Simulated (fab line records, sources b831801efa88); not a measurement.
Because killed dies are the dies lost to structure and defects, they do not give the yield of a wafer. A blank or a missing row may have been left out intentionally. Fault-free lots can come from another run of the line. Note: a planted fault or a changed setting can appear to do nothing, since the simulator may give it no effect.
Problem report, 8D (eight disciplines) form, completed by code	flow sfqLine	the parts of the form that need people (team, actions taken, sign-off) are left out

## 1. PROBLEM STATEMENT
Wafers with no fault read 213 s with a standard deviation of 8.6, whereas timeToEndpointS at SFQ_TRILAYER_I1_CMP_CMP_046 reads a mean of 168 s on 1 wafer of 1 lot. That is -5.2 standard deviations from the usual mean.
The step: polishes SiO2.
Earliest sighting: wafer L278.3 on cmp-02 at day 24 22:23. The record holds 39 wafers of 13 lots with a number at this step. The rule behind "out" and "out of limits": a value lying over 4 standard deviations away from the usual mean. The other wafers with a number count as sound.

## 2. WHAT IT IS; WHAT IT IS NOT
question	is	is not
which readings at this step	timeToEndpointS	edgeZonePressureFrac, motorCurrentA
which lots	L278	L275, L287, L288, L289, L290, L291, L292, L293, L294, L295, L297, L298
which wafers of those lots	L278.3	L278.5, L278.6
read on which tools	cmp-02	cmp-01
when	from day 24 22:23	up to then (3 sound wafers); but 35 sound wafers of L278, L287, L288, L289, L290, L291, L292, L293, L294, L295, L297, L298 came after

## 3. WHAT RULES OUT EACH SUSPECT
Counting: if a tool at a process step up to the reading ran every lot that is out, it stays a suspect. Sound lots after the first of them don't rule it out here, since some wafers of a struck lot are sound.
- cmp-02 at SFQ_TRILAYER_I1_CMP_CMP_046 (polishes SiO2): kept. The lot that is out, L278, ran on it at day 24 22:23; the last sound lot it ran before that was L275, at day 22 02:56. Out on those wafers are its own readings of timeToEndpointS.
- cmp-02, SFQ_TRILAYER_I1_CMP_CMP_046: wafers that are out in chamber 0, sound lot-mates in chambers 2, 3.
Left after counting: cmp-02 at SFQ_TRILAYER_I1_CMP_CMP_046.

## 4. THE CAUSE (what the simulator had put in)
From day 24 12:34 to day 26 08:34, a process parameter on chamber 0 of cmp-02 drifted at SFQ_TRILAYER_I1_CMP_CMP_046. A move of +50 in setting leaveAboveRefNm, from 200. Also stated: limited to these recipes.
This tool alone remained once counting was done.

## 5. SEQUENCE OF EFFECTS, ordered by route
Each row: a reading whose mean over the struck wafers that have a number lies more than 3 standard deviations from the usual. Only readings for which the record gives a usual standard deviation are gone through. hours: the time from each lot's start at the first step in this table that gives one to its start at this step, as a median over the lots. sigmas: the change in usual standard deviations.
hours	step	reading	usual	on struck wafers	change	sigmas
0	SFQ_TRILAYER_I1_CMP_CMP_046	timeToEndpointS	213 s	168	-45	-5.2
3	SFQ_TRILAYER_I1_METRO_MEASURE_047	thkNm	199.7 nm	249.8	+50.1	+42
6	SFQ_TRILAYER_I1_VIA_ETCH_VIA_ETCH_052	oesProductAu	0.854 a.u.	0.968	+0.114	+21
Here are the process steps it includes:
- SFQ_TRILAYER_I1_CMP_CMP_046: polishes SiO2.
- SFQ_TRILAYER_I1_METRO_MEASURE_047
- SFQ_TRILAYER_I1_VIA_ETCH_VIA_ETCH_052: etches SiO2 in CHF3, stops on Nb, target depth 260 nm.

## 6. WHAT WOULD HAVE CAUGHT IT SOONER
In this record no reading fell out of limits until day 24 22:23, 10 hours after the fault had begun at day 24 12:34.
